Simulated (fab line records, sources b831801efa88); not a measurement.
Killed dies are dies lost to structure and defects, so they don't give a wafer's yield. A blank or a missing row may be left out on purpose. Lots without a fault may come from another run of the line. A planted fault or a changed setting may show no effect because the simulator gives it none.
A struck lot beside a sound one | flow gf180mcu | 37 steps out of a route of 602
Sound: wafers L475.1, L475.4, L475.5. Struck: wafer L480.3. (L480.4, L480.6 of the same lot were not struck and are left out.) The cause comes at the end.
At each step with rows: each side's tool, then ch and its chambers, then its first start. Under that, the readings that differ: sound wafers | struck wafers | difference of the means | sigmas: that difference in standard deviations of wafers without a fault.
alike: readings whose means differ by less than 2 such deviations, and words and numbers that are the same on both sides. not compared: withheld readings, readings that some wafer has no value for, bounds like >300 that may hide the same value, and numbers for which the record gives no deviation and whose values overlap.
The two part at a step that has a row with sigmas, a row that says differs or no value, or rows on one side only. Numbers that don't overlap but have no deviation are shown without sigmas and don't part them. A reading that every wafer of one side lacks parts them only if that side has two wafers or more.

first, 2 steps without rows for these wafers: GF_M1_PEB_12 (peb time 90 s); GF_M1_DEVELOP_13 (develop time 60 s).
GF_M1_CD_MEAS_14: target cd 230 nm.
  sound on cd_sem-02, day 16 21:31; struck on cd_sem-02, day 18 22:16
  reading    | sound             | struck | difference | sigmas
  cd_nm (nm) | 231.6 231.8 232.7 | 228.5  | -3.5       | -3
GF_M1_OVL_MEAS_15:
  sound on overlay-01, day 16 21:38; struck on overlay-01, day 18 22:21
  alike: M1_OVL
GF_M1_METAL_ETCH_16: etches the open film in Cl2/BCl3, stops on SiO2, target depth 750.8 nm, time 125.1 s.
  sound on rie_metal-04 ch 0,1, day 16 21:40; struck on rie_metal-04 ch 0, day 18 22:25
  alike: drypump_motor_current_A, oes_product_au, throttle_valve_pct
  not compared: rf_hours_counter_h
GF_M1_STRIP_17: strips in O2/N2.
  sound on plasma_asher-04 ch 0,1, day 16 21:48; struck on plasma_asher-03 ch 0, day 18 22:32
  reading                     | sound       | struck | difference | sigmas
  drypump_motor_current_A (A) | 5.2 6.1 6.1 | 4.7    | -1.1       | -3
  alike: heater_power_w, oes_product_au, strip_time_to_endpoint_s
  not compared: rf_hours_counter_h
then, 3 steps without rows for these wafers: GF_M1_STRIP_18 (strips in post etch residue remover, time 1200 s); GF_M1_CLEAN_19 (cleans in DIW); GF_V1_CVD_00 (deposits SiO2, target thk 600 nm, time 100 s).
GF_V1_THK_MEAS_01:
  sound on film_metro-02, day 16 22:26; struck on film_metro-03, day 18 23:10
  alike: V1_CVD_00_THK
then, 1 step without rows for these wafers: GF_V1_CVD_02 (deposits SiO2 from TEOS, target thk 850 nm, time 94.851 s).
GF_V1_THK_MEAS_03:
  sound on film_metro-02, day 16 22:34; struck on film_metro-04, day 18 23:17
  alike: V1_CVD_02_THK
GF_V1_CMP_04: polishes SiO2.
  sound on cmp-01 ch 2,3, day 16 22:38; struck on cmp-01 ch 2, day 18 23:23
  reading                             | sound           | struck | difference | sigmas
  time_to_endpoint_s (s)              | 79 92 91        | 103    | +16        | +3
  model.SiO2_of_V1_CVD_02.thk_nm (nm) | 634 633.5 633.6 | 570.8  | -62.9      |
  alike: motor_current_A, retaining_ring_pressure_frac
GF_V1_BOW_MEAS_05:
  sound on film_metro-03, day 16 22:56; struck on film_metro-04, day 18 23:40
  alike: V1_BOW
then, 8 steps without rows for these wafers: GF_V1_DEHYDRATE_06 (time 60 s); GF_V1_HMDS_07 (prime time 60 s); GF_V1_COAT_08; GF_V1_COAT_09 (resist thk 1000 nm); GF_V1_SOFTBAKE_10 (time 60 s); GF_V1_EXPOSE_11 (exposes mask Via1, target cd 260 nm); GF_V1_PEB_12 (peb time 90 s); GF_V1_DEVELOP_13 (develop time 60 s).
GF_V1_CD_MEAS_14: target cd 260 nm.
  sound on cd_sem-02, day 17 21:55; struck on cd_sem-01, day 20 00:19
  alike: cd_nm
GF_V1_OVL_MEAS_15:
  sound on overlay-02, day 17 22:02; struck on overlay-02, day 20 00:24
  alike: V1_OVL
then, 1 step without rows for these wafers: GF_V1_ETCH_16 (etches BARC in N2/H2).
GF_V1_ETCH_17: etches SiO2 in C4F8/O2/Ar, stops on TiN, target depth 630 nm.
  sound on rie_diel-04 ch 0,2; struck on rie_diel-04 ch 0
  reading                        | sound             | struck | difference | sigmas
  oes_product_au (a.u.)          | 0.853 0.853 0.853 | 0.813  | -0.040     | -9
  model.etch.depth_nm (nm)       | 634 633.5 633.6   | 570.8  | -62.9      |
  model.V1.feature_depth_nm (nm) | 634 633.5 633.6   | 570.8  | -62.9      |
GF_V1_STRIP_18: strips in O2/N2.
  sound on plasma_asher-01 ch 0,1, day 17 22:12; struck on plasma_asher-02 ch 0, day 20 00:35
  reading                     | sound       | struck | difference | sigmas
  drypump_motor_current_A (A) | 5.2 5.4 5.4 | 6.8    | +1.5       | +3
  alike: heater_power_w, oes_product_au
  not compared: rf_hours_counter_h
then, 2 steps without rows for these wafers: GF_V1_STRIP_19 (strips in post etch residue remover, time 1200 s); GF_V1_CLEAN_20 (cleans in DIW).
GF_V1_SPUTTER_21: material Ti, target thk 15 nm, time 80.02 s.
  sound on pvd_sputter-04, day 17 22:44; struck on pvd_sputter-03, day 20 01:05
  alike: cathode_dc_power_W, throttle_valve_pct
GF_V1_SPUTTER_22: material TiN, target thk 10 nm, time 40 s.
  sound on pvd_sputter-04, day 17 22:48; struck on pvd_sputter-03, day 20 01:10
  alike: cathode_dc_power_W, throttle_valve_pct
then, 1 step without rows for these wafers: GF_V1_CVD_23 (deposits W, target thk 350 nm, time 105.05 s).
GF_V1_RS_MEAS_24: measures by four-point-probe.
  sound on film_metro-02, day 17 22:57; struck on film_metro-03, day 20 01:21
  alike: V1_W_RS
GF_V1_THK_MEAS_25: measures by xrf.
  sound on film_metro-02, day 17 23:04; struck on film_metro-03, day 20 01:27
  alike: V1_W_THK
GF_V1_CMP_26: polishes, stops on SiO2, t overpolish 15 s, target thk 0 nm.
  sound on cmp-02 ch 0,1,2, day 17 23:11; struck on cmp-02 ch 0, day 20 01:32
  reading                             | sound             | struck | difference | sigmas
  model.SiO2_of_V1_CVD_02.thk_nm (nm) | 630.2 629.7 629.8 | 567    | -63        |
  alike: motor_current_A, retaining_ring_pressure_frac
then, 2 steps without rows for these wafers: GF_M2_SPUTTER_00 (material Ti, target thk 37.5 nm, time 150 s); GF_PASSIVATION_PROBE_99.

WHERE THEY PART
First at GF_M1_CD_MEAS_14; last, within this record, at GF_V1_STRIP_18. Later steps at which nothing parts them and some readings are alike: GF_V1_SPUTTER_21, GF_V1_SPUTTER_22, GF_V1_RS_MEAS_24, GF_V1_THK_MEAS_25, GF_V1_CMP_26.

WHY: what the simulator had put in
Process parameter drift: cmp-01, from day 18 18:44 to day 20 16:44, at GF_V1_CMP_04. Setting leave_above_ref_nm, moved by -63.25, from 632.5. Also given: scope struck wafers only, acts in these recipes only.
